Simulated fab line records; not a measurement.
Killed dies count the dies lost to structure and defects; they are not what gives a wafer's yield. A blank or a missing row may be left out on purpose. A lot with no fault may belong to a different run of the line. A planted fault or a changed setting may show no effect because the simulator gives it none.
Problem report in the 8D (eight disciplines) form, filled by code / flow sky130 / the parts of the form that need people (team, actions taken, sign-off) are left out

## 1. THE PROBLEM
Wafers without a fault read 7.499e+13, standard deviation 8e+10; doseIonsCm2 at SKY_LDD_N_IMPLANT_09 reads a mean of 6.276e+13 on 6 wafers belonging to 2 lots. So: -99 or more standard deviations from the usual mean.
Earliest sighting: wafer L416.1 on implanter-02 at day 22 23:37. At this step, 18 wafers from 6 lots have a number in the record. By rule, "out" or "out of limits" means more than 4 standard deviations away from the usual mean. All remaining wafers that have a number are taken as sound.

## 2. WHAT IT IS, WHAT IT ISN'T
question=which readings at this step | is=doseIonsCm2, faradayCurrentUA | is not=-
question=which lots | is=L416, L417 | is not=L407, L413, L423, L424
question=which wafers of those lots | is=all that have a number | is not=-
question=read on which tools | is=implanter-02 | is not=implanter-01, implanter-04
question=when | is=from day 22 23:37 | is not=up to then (6 sound wafers); but 6 sound wafers of L423, L424 came after

## 3. WHAT RULES OUT EACH SUSPECT
Counting: a tool at any process step up to the reading remains a suspect when it ran all the lots that are out and ran no sound lot after the first of those.
- implanter-02 at SKY_LDD_N_IMPLANT_09: kept. It ran every lot that is out, first L416 (day 22 23:37), and no sound lot after that; its last sound lot up to then is L413 (day 21 09:07). On those wafers its own readings are out: doseIonsCm2, faradayCurrentUA.
The count leaves implanter-02 at SKY_LDD_N_IMPLANT_09.

## 4. THE CAUSE (what the simulator had put in)
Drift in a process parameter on implanter-02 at SKY_LDD_N_IMPLANT_09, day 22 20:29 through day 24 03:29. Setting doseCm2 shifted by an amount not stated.
After counting, this tool was the only one left.

## 5. THE EFFECT CHAIN, in route order
Each row: a reading where the mean over the struck wafers with a number is more than 3 standard deviations away from the usual. Scope: only readings with a usual standard deviation given in the record; hours: median across lots of the time from each lot's start at the first step in this table that gives one to its start at this step; sigmas: change in usual standard deviations.
hours=0; step=SKY_LDD_N_IMPLANT_09; reading=doseIonsCm2; usual=7.499e+13; on struck wafers=6.276e+13; change=-1.223e+13; sigmas=-99 or more
hours=0; step=SKY_LDD_N_IMPLANT_09; reading=faradayCurrentUA; usual=423; on struck wafers=358; change=-66; sigmas=-7.4
Here are the process steps it includes:
- SKY_LDD_N_IMPLANT_09

## 6. HOW IT WOULD HAVE BEEN CAUGHT EARLIER
In this record the first reading out of limits was taken at day 22 23:37, 3 hours after the fault began at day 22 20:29.
